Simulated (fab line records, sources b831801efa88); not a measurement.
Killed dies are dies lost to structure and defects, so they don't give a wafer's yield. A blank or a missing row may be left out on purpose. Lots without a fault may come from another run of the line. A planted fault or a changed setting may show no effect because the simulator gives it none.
Which tool did it? | flow gf180mcu | 11 lots, 33 wafers sampled, at 3 steps of a route of 602

WHAT THE GAUGES READ, wafer by wafer
GF_V1_THK_MEAS_01.
lot  | measured     | on            | V1_CVD_00_THK (nm)
L963 | day 17 04:45 | film_metro-03 | 595 593 594
L964 | day 17 18:31 | film_metro-03 | 593 596 597
L966 | day 18 11:37 | film_metro-04 | 597 593 604
L968 | day 19 01:23 | film_metro-02 | 595 600 593
L969 | day 19 16:53 | film_metro-03 | 593 599 590
L970 | day 19 21:35 | film_metro-04 | 597 600 600
L979 | day 23 04:25 | film_metro-02 | 590 590 594
L982 | day 24 02:27 | film_metro-03 | 608 605 601
L983 | day 24 10:31 | film_metro-04 | 597 596 591
L984 | day 24 12:15 | film_metro-03 | 602 590 599
L985 | day 24 18:41 | film_metro-04 | 595 585 591

GF_V3_CD_MEAS_14: target cd 260 nm.
lot  | measured     | on        | cd_nm (nm)
L963 | day 22 09:49 | cd_sem-01 | 259.9 261.3 260.0
L964 | day 23 00:40 | cd_sem-02 | 259.2 259.8 258.4
L966 | day 23 17:28 | cd_sem-01 | 259.2 260.1 261.4
L968 | day 24 07:18 | cd_sem-01 | 261.2 259.2 259.7
L969 | day 24 20:04 | cd_sem-02 | 261.0 261.2 259.9
L970 | day 25 01:22 | cd_sem-02 | 262.3 260.8 261.0
L979 | day 27 21:35 | cd_sem-02 | 265.1 261.4 264.0 265.0 261.6 264.0
L982 | day 28 18:55 | cd_sem-02 | 258.6 263.4 263.5 259.1 263.4 263.8
L983 | day 29 02:09 | cd_sem-02 | 260.0 260.1 260.5
L984 | day 29 02:31 | cd_sem-02 | 258.9 260.2 259.9
L985 | day 29 07:46 | cd_sem-01 | 258.6 260.9 261.0

WHICH TOOL RAN EACH LOT (tool, then ch and the chambers of the sampled wafers, then the start)
lot  | GF_V3_COAT_09
L963 | litho_track-01 ch 0, day 21 22:00
L964 | litho_track-02 ch 0, day 22 12:00
L966 | litho_track-04 ch 0, day 23 05:00
L968 | litho_track-04 ch 0, day 23 20:00
L969 | litho_track-02 ch 0, day 24 08:00
L970 | litho_track-01 ch 0, day 24 13:00
L979 | litho_track-04 ch 0, day 27 11:00
L982 | litho_track-04 ch 0, day 28 08:00
L983 | litho_track-01 ch 0, day 28 16:00
L984 | litho_track-02 ch 0, day 28 16:00
L985 | litho_track-02 ch 0, day 28 22:00
- GF_V3_COAT_09: resist thk 1000 nm.

WHAT THE TOOLS THEMSELVES READ (means of the sampled wafers that have a number; where no wafer has one, the mark that the record gives instead)
The record holds no such reading with a usual standard deviation.

THE ANSWER, worked out from the rows above alone
Rule: what is usual is taken from the lots themselves. Put in order of their means at a reading, lots are off if they are a third of the lots or fewer, leave a main group of 4 or more, and stand apart from it by a gap of 3 or more times the standard deviation of the main group's means; of several such gaps the widest counts. A main group whose means are all the same, to the digits that the tables above print for the reading, isn't used. A lot without any number at a reading at which 4 lots or more have one is off too. The other lots that the step has rows for count as sound. The gauges are gone through in route order, then the tools' own readings, and for those a lot's mean is taken as printed above. The first step at which some lot is off is used, and at that step the reading that is off furthest; a lot without a number counts as furthest.
No lot is off at any reading shown: from this, nothing can be told.

WHAT THE SIMULATOR HAD PUT IN
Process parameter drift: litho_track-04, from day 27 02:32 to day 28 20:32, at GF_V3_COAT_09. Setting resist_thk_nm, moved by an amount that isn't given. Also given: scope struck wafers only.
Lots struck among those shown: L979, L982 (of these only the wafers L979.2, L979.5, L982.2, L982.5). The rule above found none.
